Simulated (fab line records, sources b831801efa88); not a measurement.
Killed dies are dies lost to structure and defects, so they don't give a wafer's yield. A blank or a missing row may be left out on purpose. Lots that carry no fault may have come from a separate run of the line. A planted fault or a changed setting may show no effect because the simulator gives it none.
fab line records | flow sky130
record: lots: 5 wafers: 15 last-day: 51
route steps=708 shown VIA3@581 METAL4@598 CAP2M@603
lots with no fault: from the same line, run without faults
start-h: hours from the record's first day to the start of the lot's first wafer shown | wait-h: hours from the lot's prior step to this one | " same as the row above | L1.1+2: several wafers, shown together as one row | - no value, or no start given | * or withheld: withheld | < > ~ a bound
route shown NAME@n: NAME is a module with steps in the file, n the number in the route of the first one | usual: the fault-free wafers' mean and standard deviation | same: alike in all rows | chamber/n: place in a boat | sites: readings site by site | _std_site: standard deviation of those values | _edge_site: inner sites' mean taken away from outer sites' mean | radius-mm: for every site, how far away it sits from the centre of the wafer | mask NAME#n: copy n | behind: tool/chamber where the wafer was last shaped | hold: the reason the lot was held/the length of the hold in hours/how it ended | device: which transistor (n, p or np) failed to switch | end of line: at the end of the route, the tests of the same wafers | a step with no rows: only its recipe | killed: the dies lost at the first sort to structure and to defects; this is not the yield of the wafer | map: per-die view of a wafer (x killed, . not killed, _ where there is no die)
set.NAME: the setting the step ran with; set.NAME@STEP: the setting that earlier step ran with | model.NAME: the simulator's own value behind a step, which no gauge read
a table for each step, a row for each wafer; lots at some steps of the route
services: a tool's chamber out of use, with start hour (start-h, from the record's first day; less than 0 if before it), hours out, and reason
== steps ==
step: SKY_VIA3_SOFTBAKE_08
recipe: temp-c: 100 time-s: 93.11 resist: KrF-thick
usual: plate-sensor-t-centre-C: 100.88/0.01 plate-sensor-t-edge-C: 100.95/0.01
columns lot.wafer tool chamber start-h wait-h plate-sensor-t-centre-C plate-sensor-t-edge-C
L077.1 litho-track-01 0 - - 100.89 100.94
L077.2 " 0 " " 100.88 100.96
L077.6 " 0 " " 100.87 100.95
L080.3 litho-track-04 0 - - 100.89 100.97
L080.4 " 0 " " 100.88 100.94
L080.6 " 0 " " 100.89 100.93
L084.2 litho-track-03 0 - - 100.90 100.95
L084.3 " 0 " " 100.88 100.96
L084.4 " 0 " " 100.87 100.97
L095.2 litho-track-03 0 - - 100.88 100.96
L095.4 " 0 " " 100.87 100.95
L095.5 " 0 " " 100.89 100.98
L096.1 litho-track-04 0 - - 100.87 100.95
L096.3 " 0 " " 100.88 100.96
L096.4 " 0 " " 100.87 100.94
step: SKY_VIA3_EXPOSE_09
recipe: mask-id: VIM3 na: 0.8 source-shape: annular sigma-inner: 0.55 sigma-outer: 0.85 target-cd-nm: 200 dose-mj: 38
usual: exposure-dose-mJ-cm2: 37.98/0.036
columns lot.wafer tool chamber start-h wait-h mask exposure-dose-mJ-cm2
L077.1 krf-scanner-02 0 - - VIM3#0 37.95
L077.2 " 0 " " VIM3#0 38.02
L077.6 " 0 " " VIM3#0 37.99
L080.3 krf-scanner-01 0 - - VIM3#0 37.99
L080.4 " 0 " " VIM3#0 37.95
L080.6 " 0 " " VIM3#0 37.99
L084.2 krf-scanner-01 0 - - VIM3#0 37.98
L084.3 " 0 " " VIM3#0 38.05
L084.4 " 0 " " VIM3#0 38.02
L095.2 krf-scanner-02 0 - - VIM3#0 37.97
L095.4 " 0 " " VIM3#0 38.02
L095.5 " 0 " " VIM3#0 37.99
L096.1 krf-scanner-02 0 - - VIM3#0 38.05
L096.3 " 0 " " VIM3#0 37.96
L096.4 " 0 " " VIM3#0 37.96
step: SKY_VIA3_PEB_10
recipe: peb-temp-c: withheld peb-time-s: withheld resist: KrF-thick
columns lot.wafer tool chamber start-h wait-h
L077.1+2+6 litho-track-01 0 - -
L080.3+4+6 litho-track-04 0 - -
L084.2+3+4 litho-track-01 0 - -
L095.2+4+5 litho-track-03 0 - -
L096.1+3+4 litho-track-04 0 - -
step: SKY_VIA3_DEVELOP_11
recipe: develop-time-s: 60 resist: KrF-thick dev-temp-c: 21
usual: developer-temp-C: 21.00/0.093
columns lot.wafer tool chamber start-h wait-h developer-temp-C
L077.1 litho-track-01 0 - - 20.89
L077.2 " 0 " " 20.88
L077.6 " 0 " " 20.91
L080.3 litho-track-04 0 - - 21.05
L080.4 " 0 " " 21.01
L080.6 " 0 " " 20.99
L084.2 litho-track-01 0 - - 20.93
L084.3 " 0 " " 20.88
L084.4 " 0 " " 21.03
L095.2 litho-track-03 0 - - 21.08
L095.4 " 0 " " 20.95
L095.5 " 0 " " 21.06
L096.1 litho-track-04 0 - - 20.98
L096.3 " 0 " " 21.09
L096.4 " 0 " " 21.04
step: SKY_VIA3_CD_MEAS_12
recipe: target-cd-nm: 200
usual: cd-nm: 199.8/1.4
columns lot.wafer tool chamber start-h wait-h cd-nm
L077.1 cd-sem-01 - 974.30 - 201.5
L077.2 " - " " 201.9
L077.6 " - " " 201.8
L080.3 cd-sem-02 - 996.44 - 198.4
L080.4 " - " " 199.1
L080.6 " - " " 197.7
L084.2 cd-sem-01 - 1018.77 - 200.7
L084.3 " - " " 199.8
L084.4 " - " " 199.8
L095.2 cd-sem-02 - 1094.27 - 199.1
L095.4 " - " " 198.8
L095.5 " - " " 198.0
L096.1 cd-sem-01 - 1095.42 - 199.5
L096.3 " - " " 199.7
L096.4 " - " " 198.6
step: SKY_VIA3_OVL_MEAS_13
usual: VIA3_OVL: -2/5.4
columns lot.wafer tool chamber start-h wait-h VIA3_OVL[nm]
L077.1 overlay-02 - 974.42 0.1 1
L077.2 " - " " 4
L077.6 " - " " 1
L080.3 overlay-01 - 996.54 0.1 5
L080.4 " - " " 7
L080.6 " - " " 7
L084.2 overlay-02 - 1018.87 0.1 -3
L084.3 " - " " 1
L084.4 " - " " -1
L095.2 overlay-02 - 1094.38 0.1 3
L095.4 " - " " 1
L095.5 " - " " 3
L096.1 overlay-01 - 1095.54 0.1 -5
L096.3 " - " " -6
L096.4 " - " " -5
step: SKY_VIA3_ETCH_14
recipe: chemistry: N2/H2 target: BARC ion-energy-ev: 200 source-w: 500 bias-w: 100 pressure-mtorr: 30 n2-flow-sccm: 100 h2-flow-sccm: 200 stop-on: SiO2 time-s: 45.9 target-depth-a: 600
usual: drypump-motor-current-A: 5.7/0.32 oes-product-au: 0.855/0.0045 throttle-valve-pct: 13.224/0.0088
columns lot.wafer tool chamber start-h wait-h drypump-motor-current-A oes-product-au rf-hours-counter-h throttle-valve-pct
L077.1 rie-diel-03 3 974.45 0.0 6.4 0.860 10 13.231
L077.2 " 2 " " 5.2 0.849 9 13.214
L077.6 " 2 " " 5.2 0.853 - 13.229
L080.3 rie-diel-01 2 996.56 0.0 5.3 0.855 5 13.233
L080.4 " 1 " " 5.6 0.857 16 13.233
L080.6 " 2 " " 5.3 0.851 - 13.212
L084.2 rie-diel-01 1 1018.90 0.0 5.6 0.847 17 13.220
L084.3 " 0 " " 6.2 0.851 9 13.238
L084.4 " 3 " " 5.7 0.855 1 13.222
L095.2 rie-diel-03 1 1094.41 0.0 5.8 0.851 14 13.216
L095.4 " 0 " " 5.7 0.852 - 13.219
L095.5 " 3 " " 6.4 0.853 - 13.208
L096.1 rie-diel-01 2 1095.57 0.0 5.3 0.854 9 13.208
L096.3 " 0 " " 6.1 0.846 11 13.238
L096.4 " 1 " " 5.6 0.850 - 13.222
step: SKY_VIA3_ETCH_15
recipe: target: SiO2 chemistry: C4F8/O2/Ar target-depth-nm: 507 stop-on: TiN mask-material: KrF-thick source-w: 1500 bias-w: 1200 pressure-mtorr: 40 c4f8-flow-sccm: withheld O2_flow_sccm: 6 Ar_flow_sccm: 300 time-s: 78
usual: oes-product-au: 0.946/0.0047
columns lot.wafer tool chamber start-h wait-h oes-product-au rf-hours-counter-h
L077.1 rie-diel-03 3 974.50 0.0 0.946 10
L077.2 " 2 " " 0.950 9
L077.6 " 2 " " 0.946 -
L080.3 rie-diel-01 2 996.60 0.0 0.948 5
L080.4 " 1 " " 0.944 17
L080.6 " 2 " " 0.943 -
L084.2 rie-diel-01 1 1018.95 0.0 0.949 17
L084.3 " 0 " " 0.950 9
L084.4 " 3 " " 0.944 1
L095.2 rie-diel-03 1 1094.45 0.0 0.952 14
L095.4 " 0 " " 0.948 -
L095.5 " 3 " " 0.942 -
L096.1 rie-diel-01 2 1095.62 0.0 0.943 9
L096.3 " 0 " " 0.953 11
L096.4 " 1 " " 0.949 -
step: SKY_VIA3_STRIP_16
recipe: chemistry: O2/N2 power-w: 1400 pressure-mtorr: 1500 platen-temp-c: withheld o2-flow-sccm: 3000 n2-flow-sccm: 300 overash-fraction: 0.5
usual: drypump-motor-current-A: 5.7/0.38 oes-product-au: 0.402/0.0048 strip-time-to-endpoint-s: 4.122/0.028
columns lot.wafer tool chamber start-h wait-h drypump-motor-current-A oes-product-au rf-hours-counter-h strip-time-to-endpoint-s
L077.1 plasma-asher-01 0 974.56 0.0 5.0 0.414 22 4.187
L077.2 " 1 " " 5.7 0.411 22 4.157
L077.6 " 1 " " 5.7 0.401 - 4.153
L080.3 plasma-asher-03 1 996.70 0.1 5.6 0.407 - 4.099
L080.4 " 0 " " 5.7 0.398 - 4.151
L080.6 " 0 " " 5.7 0.395 - 4.116
L084.2 plasma-asher-02 0 1019.01 0.0 5.7 0.400 83 4.146
L084.3 " 0 " " 5.7 0.406 - 4.138
L084.4 " 1 " " 6.3 0.399 - 4.123
L095.2 plasma-asher-02 0 1094.51 0.0 5.7 0.401 90 4.101
L095.4 " 0 " " 5.7 0.409 - 4.129
L095.5 " 1 " " 6.3 0.399 - 4.165
L096.1 plasma-asher-01 1 1095.68 0.0 5.7 0.403 35 4.113
L096.3 " 1 " " 5.7 0.394 - 4.074
L096.4 " 0 " " 5.0 0.404 - 4.109
step: SKY_VIA3_STRIP_17
recipe: chemistry: post-etch-residue-remover time-s: 1200 temp-c: 72.5
columns lot.wafer tool chamber start-h wait-h
L077.1+2+6 wet-bench-03 2 974.66 0.1
L080.3+4+6 wet-bench-01 3 996.76 0.0
L084.2+3+4 wet-bench-01 2 1019.11 0.1
L095.2+4+5 wet-bench-01 1 1094.61 0.1
L096.1+3+4 wet-bench-01 0 1095.78 0.1
step: SKY_VIA3_CLEAN_18
recipe: chemistry: IPA time-s: 180 temp-c: 25
columns lot.wafer tool chamber start-h wait-h
L077.1+2+6 wet-bench-01 2 975.00 0.0
L080.3+4+6 wet-bench-02 3 997.10 0.0
L084.2+3+4 wet-bench-03 1 1019.45 0.0
L095.2+4+5 wet-bench-03 1 1095.35 0.0
L096.1+3+4 wet-bench-02 0 1096.52 0.0
step: SKY_VIA3_CLEAN_19
recipe: chemistry: O3/DIW dry: n2-spin
columns lot.wafer tool chamber start-h wait-h
L077.1+2+6 wet-bench-02 0 975.06 0.0
L080.3+4+6 wet-bench-01 0 997.17 0.0
L084.2+3+4 wet-bench-01 0 1019.51 0.0
L095.2+4+5 wet-bench-02 3 1095.41 0.0
L096.1+3+4 wet-bench-01 0 1096.59 0.0
step: SKY_VIA3_SPUTTER_20
recipe: material: TiN target-thk-nm: 20 chamber-pressure-pa: 5 power-w: 4000 time-s: 80
usual: throttle-valve-pct: 30.3/0.92
columns lot.wafer tool chamber start-h wait-h throttle-valve-pct
L077.1 pvd-sputter-04 - 975.15 0.0 29.9
L077.2 " - " " 31.0
L077.6 " - " " 31.6
L080.3 pvd-sputter-02 - 997.26 0.0 29.8
L080.4 " - " " 29.7
L080.6 " - " " 29.6
L084.2 pvd-sputter-04 - 1019.60 0.0 30.8
L084.3 " - " " 30.0
L084.4 " - " " 30.1
L095.2 pvd-sputter-01 - 1095.51 0.0 31.6
L095.4 " - " " 30.3
L095.5 " - " " 30.3
L096.1 pvd-sputter-01 - 1096.79 0.0 31.6
L096.3 " - " " 30.2
L096.4 " - " " 28.9
step: SKY_VIA3_CVD_21
recipe: material: W target-thk-nm: 390 time-s: 117.31 temp-c: 400 pressure-torr: 40
usual: heater-power-w: 819/62
columns lot.wafer tool chamber start-h wait-h heater-power-w
L077.1 cvd-w-01 0 975.21 0.0 793
L077.2 " 1 " " 791
L077.6 " 0 " " 793
L080.3 cvd-w-01 0 997.36 0.1 777
L080.4 " 1 " " 791
L080.6 " 0 " " 780
L084.2 cvd-w-01 1 1019.66 0.0 770
L084.3 " 0 " " 784
L084.4 " 1 " " 762
L095.2 cvd-w-02 1 1095.57 0.0 792
L095.4 " 1 " " 770
L095.5 " 0 " " 897
L096.1 cvd-w-02 0 1096.85 0.0 948
L096.3 " 1 " " 779
L096.4 " 0 " " 924
step: SKY_VIA3_RS_MEAS_22
recipe: thk-meas-gauge: four-point-probe reads: W_of_VIA3_CVD_21+TiN_of_VIA3_SPUTTER_20
usual: VIA3_W_RS: 0.295/0.0035
columns lot.wafer tool chamber start-h wait-h VIA3_W_RS[ohm/sq]
L077.1 film-metro-04 - 975.34 0.1 0.300
L077.2 " - " " 0.295
L077.6 " - " " 0.296
L080.3 film-metro-02 - 997.48 0.1 0.299
L080.4 " - " " 0.296
L080.6 " - " " 0.299
L084.2 film-metro-03 - 1019.80 0.1 0.290
L084.3 " - " " 0.295
L084.4 " - " " 0.288
L095.2 film-metro-04 - 1095.72 0.1 0.295
L095.4 " - " " 0.299
L095.5 " - " " 0.294
L096.1 film-metro-04 - 1096.97 0.1 0.300
L096.3 " - " " 0.302
L096.4 " - " " 0.299
step: SKY_VIA3_THK_MEAS_23
recipe: thk-meas-gauge: xrf reads: W_of_VIA3_CVD_21
usual: VIA3_W_THK: 399/7.2
columns lot.wafer tool chamber start-h wait-h VIA3_W_THK[nm]
L077.1 film-metro-04 - 975.46 0.1 401
L077.2 " - " " 409
L077.6 " - " " 409
L080.3 film-metro-02 - 997.58 0.1 395
L080.4 " - " " 396
L080.6 " - " " 392
L084.2 film-metro-03 - 1019.91 0.1 399
L084.3 " - " " 391
L084.4 " - " " 406
L095.2 film-metro-04 - 1095.83 0.1 404
L095.4 " - " " 397
L095.5 " - " " 406
L096.1 film-metro-04 - 1097.09 0.1 397
L096.3 " - " " 394
L096.4 " - " " 399
step: SKY_VIA3_CMP_24
recipe: stop-on: SiO2 t-overpolish-s: 20 down-force-psi: 3.5 platen-rpm: 60 target-thk-nm: 0 pad-velocity-m-s: 0.94248
usual: motor-current-A: 11.5/1.2 overpolish-run-s: 20.000/0.0095 time-to-endpoint-s: 96/5.1
same: t-overpolish-s: 20
columns lot.wafer tool chamber start-h wait-h motor-current-A overpolish-run-s time-to-endpoint-s
L077.1 cmp-02 3 975.52 0.1 10.8 20.012 99
L077.2 " 2 " " 10.9 20.015 94
L077.6 " 0 " " 12.3 19.992 100
L080.3 cmp-01 2 997.67 0.1 10.5 20.002 92
L080.4 " 3 " " 10.4 19.982 89
L080.6 " 1 " " 13.4 20.012 84
L084.3 cmp-02 0 1019.96 0.0 11.9 20.016 98
L084.4 " 2 " " 10.7 19.993 96
L084.2 " 3 " " 9.8 19.993 95
L095.2 cmp-01 1 1095.98 0.1 13.8 20.000 92
L095.4 " 2 " " 10.2 20.005 102
L095.5 " 0 " " 12.6 20.012 99
L096.1 cmp-01 2 1097.15 0.1 10.0 20.011 99
L096.4 " 0 " " 12.4 20.011 100
L096.3 " 1 " " 12.2 19.991 92
step: SKY_METAL4_SPUTTER_00
recipe: material: Ti target-thk-nm: 15 power-w: 3000 time-s: 10 chamber-pressure-pa: 0.4
usual: throttle-valve-pct: 30.1/1
columns lot.wafer tool chamber start-h wait-h throttle-valve-pct
L077.1 pvd-sputter-01 - 975.82 0.2 30.5
L077.2 " - " " 29.1
L077.6 " - " " 28.6
L080.3 pvd-sputter-01 - 997.92 0.2 29.0
L080.4 " - " " 29.8
L080.6 " - " " 28.5
L084.2 pvd-sputter-02 - 1020.26 0.1 29.6
L084.3 " - " " 31.2
L084.4 " - " " 29.8
L095.2 pvd-sputter-02 - 1096.18 0.1 30.1
L095.4 " - " " 31.4
L095.5 " - " " 29.9
L096.1 pvd-sputter-01 - 1097.45 0.2 30.1
L096.3 " - " " 28.9
L096.4 " - " " 31.7
step: SKY_METAL4_SPUTTER_01
recipe: material: TiN target-thk-nm: 20 power-w: 6500 time-s: 16.7 chamber-pressure-pa: 0.4
usual: throttle-valve-pct: 30.1/1
columns lot.wafer tool chamber start-h wait-h throttle-valve-pct
L077.1 pvd-sputter-01 - 975.84 0.0 30.2
L077.2 " - " " 28.8
L077.6 " - " " 28.9
L080.3 pvd-sputter-01 - 997.95 0.0 29.0
L080.4 " - " " 30.3
L080.6 " - " " 28.7
L084.2 pvd-sputter-02 - 1020.28 0.0 29.6
L084.3 " - " " 31.2
L084.4 " - " " 29.6
L095.2 pvd-sputter-02 - 1096.20 0.0 30.2
L095.4 " - " " 31.3
L095.5 " - " " 30.1
L096.1 pvd-sputter-01 - 1097.47 0.0 30.2
L096.3 " - " " 29.2
L096.4 " - " " 31.5
step: SKY_METAL4_SPUTTER_02
recipe: material: AlCu target-thk-nm: 735 power-w: 10600 time-s: 39.1 chamber-pressure-pa: 0.4
usual: throttle-valve-pct: 30.1/0.99
columns lot.wafer tool chamber start-h wait-h throttle-valve-pct
L077.1 pvd-sputter-01 - 975.87 0.0 30.4
L077.2 " - " " 28.8
L077.6 " - " " 29.2
L080.3 pvd-sputter-01 - 997.97 0.0 29.0
L080.4 " - " " 29.9
L080.6 " - " " 29.0
L084.2 pvd-sputter-02 - 1020.31 0.0 29.7
L084.3 " - " " 31.4
L084.4 " - " " 29.9
L095.2 pvd-sputter-02 - 1096.22 0.0 30.0
L095.4 " - " " 31.1
L095.5 " - " " 30.2
L096.1 pvd-sputter-01 - 1097.50 0.0 30.0
L096.3 " - " " 28.9
L096.4 " - " " 31.3
step: SKY_METAL4_SPUTTER_03
recipe: material: Ti target-thk-nm: 5 power-w: 3000 time-s: 3.3 chamber-pressure-pa: 0.4
usual: throttle-valve-pct: 30.1/1
columns lot.wafer tool chamber start-h wait-h throttle-valve-pct
L077.1 pvd-sputter-01 - 975.90 0.0 30.4
L077.2 " - " " 28.9
L077.6 " - " " 29.0
L080.3 pvd-sputter-01 - 998.01 0.0 28.8
L080.4 " - " " 30.1
L080.6 " - " " 28.8
L084.2 pvd-sputter-02 - 1020.35 0.0 29.5
L084.3 " - " " 31.1
L084.4 " - " " 29.8
L095.2 pvd-sputter-02 - 1096.26 0.0 30.2
L095.4 " - " " 31.2
L095.5 " - " " 30.0
L096.1 pvd-sputter-01 - 1097.54 0.0 30.5
L096.3 " - " " 29.0
L096.4 " - " " 31.7
step: SKY_METAL4_SPUTTER_04
recipe: material: TiN target-thk-nm: 70 power-w: 6500 time-s: 58.3 chamber-pressure-pa: 0.4
usual: throttle-valve-pct: 30.1/1
columns lot.wafer tool chamber start-h wait-h throttle-valve-pct
L077.1 pvd-sputter-01 - 975.92 0.0 30.2
L077.2 " - " " 28.8
L077.6 " - " " 29.0
L080.3 pvd-sputter-01 - 998.03 0.0 29.0
L080.4 " - " " 30.5
L080.6 " - " " 28.6
L084.2 pvd-sputter-02 - 1020.37 0.0 29.5
L084.3 " - " " 30.8
L084.4 " - " " 29.9
L095.2 pvd-sputter-02 - 1096.28 0.0 30.5
L095.4 " - " " 31.4
L095.5 " - " " 30.1
L096.1 pvd-sputter-01 - 1097.55 0.0 30.3
L096.3 " - " " 28.7
L096.4 " - " " 31.7
step: SKY_CAP2M_CVD_00
recipe: material: SiO2 target-thk-nm: 15.5 temp-c: 400 time-s: withheld rf-w: 439.8
usual: heater-power-w: 725/57
columns lot.wafer tool chamber start-h wait-h heater-power-w
L077.1 pecvd-01 2 975.97 0.0 714
L077.2 " 0 " " 706
L077.6 " 2 " " 721
L080.3 pecvd-01 2 998.09 0.0 695
L080.4 " 0 " " 676
L080.6 " 0 " " 696
L084.2 pecvd-04 1 1020.42 0.0 740
L084.3 " 0 " " 743
L084.4 " 2 " " 662
L095.2 pecvd-03 1 1096.33 0.0 766
L095.4 " 2 " " 695
L095.5 " 1 " " 790
L096.1 pecvd-01 0 1097.60 0.0 749
L096.3 " 1 " " 631
L096.4 " 0 " " 739
step: SKY_CAP2M_THK_MEAS_01
recipe: reads: SiO2_of_CAP2M_CVD_00
usual: CAP2M_CVD_00_THK: 15.34/0.29
columns lot.wafer tool chamber start-h wait-h CAP2M_CVD_00_THK[nm]
L077.1 film-metro-04 - 976.00 - 15.22
L077.2 " - " " 14.89
L077.6 " - " " 15.37
L080.3 film-metro-03 - 998.13 - 15.46
L080.4 " - " " 15.20
L080.6 " - " " 15.07
L084.2 film-metro-03 - 1020.45 - 15.30
L084.3 " - " " 15.28
L084.4 " - " " 15.21
L095.2 film-metro-01 - 1096.36 - 15.29
L095.4 " - " " 15.52
L095.5 " - " " 15.80
L096.1 film-metro-01 - 1097.63 - 15.13
L096.3 " - " " 15.36
L096.4 " - " " 15.46
step: SKY_CAP2M_SPUTTER_02
recipe: material: TiN target-thk-nm: 200 temp-c: 300 power-w: 6500 time-s: 166.7 chamber-pressure-pa: 0.4
usual: throttle-valve-pct: 30.3/0.98
columns lot.wafer tool chamber start-h wait-h throttle-valve-pct
L077.1 pvd-sputter-04 - 976.06 0.1 31.5
L077.2 " - " " 30.0
L077.6 " - " " 30.6
L080.3 pvd-sputter-04 - 998.17 0.0 31.7
L080.4 " - " " 32.0
L080.6 " - " " 29.9
L084.2 pvd-sputter-03 - 1020.50 0.0 28.7
L084.3 " - " " 29.9
L084.4 " - " " 30.4
L095.2 pvd-sputter-03 - 1096.41 0.0 31.7
L095.4 " - " " 29.6
L095.5 " - " " 28.6
L096.1 pvd-sputter-03 - 1097.69 0.1 28.6
L096.3 " - " " 30.7
L096.4 " - " " 29.7
step: SKY_CAP2M_RS_MEAS_03
recipe: thk-meas-gauge: four-point-probe reads: TiN_of_CAP2M_SPUTTER_02
usual: CAP2M_TIN_RS: 6.96/0.074
columns lot.wafer tool chamber start-h wait-h CAP2M_TIN_RS[ohm/sq]
L077.1 film-metro-03 - 976.17 0.1 7.00
L077.2 " - " " 6.96
L077.6 " - " " 6.97
L080.3 film-metro-01 - 998.32 0.1 6.92
L080.4 " - " " 6.86
L080.6 " - " " 6.86
L084.2 film-metro-03 - 1020.63 0.1 6.98
L084.3 " - " " 7.09
L084.4 " - " " 7.09
L095.2 film-metro-03 - 1096.54 0.1 7.07
L095.4 " - " " 7.08
L095.5 " - " " 6.89
L096.1 film-metro-03 - 1097.79 0.1 6.94
L096.3 " - " " 7.07
L096.4 " - " " 7.03
step: SKY_CAP2M_THK_MEAS_04
recipe: thk-meas-gauge: xrf reads: TiN_of_CAP2M_SPUTTER_02
usual: CAP2M_TIN_THK: 199.8/2.3
columns lot.wafer tool chamber start-h wait-h CAP2M_TIN_THK[nm]
L077.1 film-metro-03 - 976.29 0.1 199.3
L077.2 " - " " 200.7
L077.6 " - " " 199.2
L080.3 film-metro-01 - 998.42 0.1 198.9
L080.4 " - " " 201.3
L080.6 " - " " 200.8
L084.2 film-metro-03 - 1020.74 0.1 199.7
L084.3 " - " " 196.3
L084.4 " - " " 196.7
L095.2 film-metro-03 - 1096.65 0.1 197.5
L095.4 " - " " 197.5
L095.5 " - " " 201.9
L096.1 film-metro-03 - 1097.91 0.1 201.0
L096.3 " - " " 197.2
L096.4 " - " " 197.6
step: SKY_CAP2M_DEHYDRATE_05
recipe: temp-c: 200 time-s: 60
columns lot.wafer tool chamber start-h wait-h
L077.1+2+6 litho-track-03 0 987.00 10.7
L080.3+4+6 litho-track-01 0 1009.60 11.2
L084.2+3+4 litho-track-02 0 1030.86 10.1
L095.2+4+5 litho-track-03 0 1105.72 9.1
L096.1+3+4 litho-track-01 0 1106.90 9.0
step: SKY_CAP2M_HMDS_06
recipe: prime-time-s: 60 prime-temp-c: 120
columns lot.wafer tool chamber start-h wait-h
L077.1+2+6 litho-track-03 0 987.15 0.1
L080.3+4+6 litho-track-01 0 1009.75 0.1
L084.2+3+4 litho-track-02 0 1031.01 0.1
L095.2+4+5 litho-track-03 0 1105.87 0.1
L096.1+3+4 litho-track-01 0 1107.05 0.1
step: SKY_CAP2M_COAT_07
recipe: resist: NOVOLAK spin-rpm: 3000 resist-thk-nm: 1140
columns lot.wafer tool chamber start-h wait-h
L077.1+2+6 litho-track-03 0 987.30 0.1
L080.3+4+6 litho-track-01 0 1009.90 0.1
L084.2+3+4 litho-track-02 0 1031.16 0.1
L095.2+4+5 litho-track-03 0 1106.02 0.1
L096.1+3+4 litho-track-01 0 1107.20 0.1
step: SKY_CAP2M_SOFTBAKE_08
recipe: temp-c: 90 time-s: 60 resist: NOVOLAK
columns lot.wafer tool chamber start-h wait-h
L077.1+2+6 litho-track-03 0 987.45 0.1
L080.3+4+6 litho-track-01 0 1010.05 0.1
L084.2+3+4 litho-track-02 0 1031.31 0.1
L095.2+4+5 litho-track-03 0 1106.17 0.1
L096.1+3+4 litho-track-01 0 1107.35 0.1
step: SKY_CAP2M_EXPOSE_09
recipe: mask-id: CAP2M na: 0.6 source-shape: conventional sigma-outer: 0.6 polarization: unpolarized target-cd-nm: 1000 dose-mj: 159
usual: exposure-dose-mJ-cm2: 158.96/0.16
columns lot.wafer tool chamber start-h wait-h mask exposure-dose-mJ-cm2
L077.1 iline-stepper-02 0 - - CAP2M#0 158.75
L077.2 " 0 " " CAP2M#0 158.76
L077.6 " 0 " " CAP2M#0 158.91
L080.3 iline-stepper-02 0 - - CAP2M#0 159.11
L080.4 " 0 " " CAP2M#0 159.01
L080.6 " 0 " " CAP2M#0 159.03
L084.2 iline-stepper-02 0 - - CAP2M#0 158.88
L084.3 " 0 " " CAP2M#0 158.89
L084.4 " 0 " " CAP2M#0 158.74
L095.2 iline-stepper-02 0 - - CAP2M#0 159.31
L095.4 " 0 " " CAP2M#0 159.15
L095.5 " 0 " " CAP2M#0 159.35
L096.1 iline-stepper-02 0 - - CAP2M#0 159.05
L096.3 " 0 " " CAP2M#0 158.91
L096.4 " 0 " " CAP2M#0 159.08
step: SKY_CAP2M_PEB_10
recipe: temp-c: withheld time-s: * resist: NOVOLAK
columns lot.wafer tool chamber start-h wait-h
L077.1+2+6 litho-track-03 0 - -
L080.3+4+6 litho-track-02 0 - -
L084.2+3+4 litho-track-02 0 - -
L095.2+4+5 litho-track-02 0 - -
L096.1+3+4 litho-track-01 0 - -
step: SKY_CAP2M_DEVELOP_11
recipe: resist: NOVOLAK developer: TMAH develop-time-s: 60 dev-temp-c: 23
usual: developer-temp-C: 23.01/0.089
columns lot.wafer tool chamber start-h wait-h developer-temp-C
L077.1 litho-track-03 0 999.60 0.1 22.97
L077.2 " 0 " " 23.13
L077.6 " 0 " " 23.21
L080.3 litho-track-02 0 1021.53 0.1 23.01
L080.4 " 0 " " 22.95
L080.6 " 0 " " 23.11
L084.2 litho-track-02 0 1042.61 0.1 22.86
L084.3 " 0 " " 23.00
L084.4 " 0 " " 23.04
L095.2 litho-track-02 0 1116.61 0.1 23.07
L095.4 " 0 " " 22.95
L095.5 " 0 " " 22.89
L096.1 litho-track-01 0 1117.75 0.1 22.90
L096.3 " 0 " " 22.91
L096.4 " 0 " " 23.07
step: SKY_CAP2M_OVL_MEAS_12
usual: CAP2M_OVL: 0.4/1.7
columns lot.wafer tool chamber start-h wait-h CAP2M_OVL[nm]
L077.1 overlay-01 - 999.75 0.1 0.9
L077.2 " - " " 2.7
L077.6 " - " " 1.6
L080.3 overlay-02 - 1021.64 0.1 0.1
L080.4 " - " " 1.2
L080.6 " - " " 0.0
L084.2 overlay-01 - 1042.74 0.1 0.4
L084.3 " - " " 0.8
L084.4 " - " " 1.4
L095.2 overlay-01 - 1116.74 0.1 -2.1
L095.4 " - " " -2.4
L095.5 " - " " -1.1
L096.1 overlay-02 - 1117.90 0.1 1.7
L096.3 " - " " 0.3
L096.4 " - " " 0.5
step: SKY_CAP2M_METAL_ETCH_13
recipe: target-depth-nm: 220 stop-on: SiO2 chemistry: Cl2/BCl3 target: TiN pressure-mtorr: 10 icp-w: 900 bias-w: 48.5 Cl2_flow_sccm: 60 bcl3-flow-sccm: 30 time-s: 62.9
usual: drypump-motor-current-A: 5.5/0.44 oes-product-au: 0.937/0.007 throttle-valve-pct: 21.905/0.0094
columns lot.wafer tool chamber start-h wait-h drypump-motor-current-A oes-product-au rf-hours-counter-h throttle-valve-pct
L077.1 rie-metal-01 0 999.79 0.0 5.9 0.937 7 21.900
L077.2 " 1 " " 5.4 0.936 19 21.915
L077.6 " 0 " " 5.9 0.941 - 21.915
L080.3 rie-metal-04 1 1021.69 0.0 5.5 0.945 - 21.903
L080.4 " 0 " " 6.3 0.939 - 21.899
L080.6 " 1 " " 5.6 0.941 - 21.903
L084.2 rie-metal-03 1 1042.77 0.0 5.2 0.940 8 21.905
L084.3 " 0 " " 5.1 0.924 - 21.937
L084.4 " 1 " " 5.2 0.927 - 21.905
L095.2 rie-metal-03 1 1116.77 0.0 5.2 0.924 13 21.914
L095.4 " 0 " " 5.1 0.927 - 21.908
L095.5 " 1 " " 5.2 0.943 - 21.903
L096.1 rie-metal-04 0 1117.93 0.0 6.3 0.943 25 21.907
L096.3 " 0 " " 6.3 0.937 - 21.883
L096.4 " 1 " " 5.5 0.935 - 21.906
== services ==
columns tool chamber start-h hours kind
pvd-sputter-03 - 950.54 4.1 repair
krf-scanner-02 - 951.19 1.0 pm
krf-scanner-02 - 956.44 1.2 repair
cvd-w-01 0 957.94 3.7 repair
pvd-sputter-02 - 966.98 1.5 repair
wet-bench-01 - 981.45 4.9 repair
cvd-w-01 - 986.41 4.7 repair
pecvd-01 1 988.01 6.0 repair
pecvd-01 1 997.50 16.6 repair
rie-diel-03 3 999.19 5.2 repair
wet-bench-01 - 1000.40 1.9 pm
rie-diel-03 1 1001.47 14.9 repair
rie-diel-03 3 1006.94 6.8 repair
krf-scanner-02 - 1015.76 4.0 pm
pvd-sputter-01 - 1018.39 15.8 repair
pvd-sputter-04 - 1034.53 5.1 repair
rie-diel-03 - 1046.18 28.1 pm
iline-stepper-02 - 1050.74 1.7 pm
pvd-sputter-04 - 1053.54 5.3 repair
rie-diel-03 2 1074.82 23.1 repair
pvd-sputter-04 - 1077.61 0.8 repair
rie-diel-01 3 1093.81 3.5 repair
rie-diel-01 1 1096.11 12.4 repair
pvd-sputter-01 - 1110.11 2.6 repair
== key ==
fault none
